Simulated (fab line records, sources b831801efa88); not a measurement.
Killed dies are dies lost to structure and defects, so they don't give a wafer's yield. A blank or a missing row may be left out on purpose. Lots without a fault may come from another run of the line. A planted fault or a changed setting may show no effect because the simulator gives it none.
Problem report in the 8D (eight disciplines) form, filled by code | flow sky130 | the parts of the form that need people (team, actions taken, sign-off) are left out

1. THE PROBLEM
beam_energy_keV at SKY_LDD_LDN_IMPLANT_08 reads a mean of 19.676 on 6 wafers of 2 lots; wafers without a fault read 15.000 with a standard deviation of 0.0059. That is +99 or more standard deviations from the usual mean.
First seen on wafer L382.2, day 25 14:16, on implanter-03. The record holds 36 wafers of 12 lots with a number at this step. Rule for "out", or "out of limits": more than 4 standard deviations from the usual mean. The other wafers with a number count as sound.

2. WHAT IT IS AND WHAT IT IS NOT
question                    | is                     | is not
which readings at this step | beam_energy_keV        | end_station_pressure_torr
which lots                  | L382, L385             | L375, L376, L377, L381, L388, L389, L390, L393, L396, L397
which wafers of those lots  | all that have a number | -
read on which tools         | implanter-03           | implanter-02, implanter-04
when                        | from day 25 14:16      | up to then (12 sound wafers); but 18 sound wafers of L388, L389, L390, L393, L396, L397 came after

3. SUSPECTS, AND WHAT RULES EACH OUT
Counting: a tool at a process step up to the reading stays a suspect if it ran every lot that is out and no sound lot after the first of them.
- rie_diel-03 at SKY_POLY_GATE_ETCH_15 (etches BARC in N2/H2, stops on SiO2, time 118.5 s, target depth 110 nm): ruled out as a lasting fault. Sound lots L389, L390, L397 ran on it after its first lot that is out, L382 (day 19 00:11).
- implanter-03 at SKY_LDD_LDN_IMPLANT_08: ruled out as a lasting fault. Sound lots L393 ran on it after its first lot that is out, L382 (day 25 14:16).
Left after counting: nothing in the record.

4. THE CAUSE (what the simulator had put in)
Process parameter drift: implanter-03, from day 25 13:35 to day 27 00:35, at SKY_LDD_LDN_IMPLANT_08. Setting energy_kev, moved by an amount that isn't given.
Counting ruled it out, wrongly.

5. THE CHAIN OF EFFECTS, in route order
Each row: a reading whose mean over the struck wafers that have a number lies more than 3 standard deviations from the usual. Only readings for which the record gives a usual standard deviation are gone through. hours: the time from each lot's start at the first step in this table that gives one to its start at this step, as a median over the lots. sigmas: the change in usual standard deviations.
hours | step                   | reading         | usual  | on struck wafers | change | sigmas
0     | SKY_LDD_LDN_IMPLANT_08 | beam_energy_keV | 15.000 | 19.676           | +4.676 | +99 or more
The process steps in it:
- SKY_LDD_LDN_IMPLANT_08

6. WHAT WOULD HAVE CAUGHT IT SOONER
In this record the first reading out of limits was taken at day 25 14:16, 1 hour after the fault began at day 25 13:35.
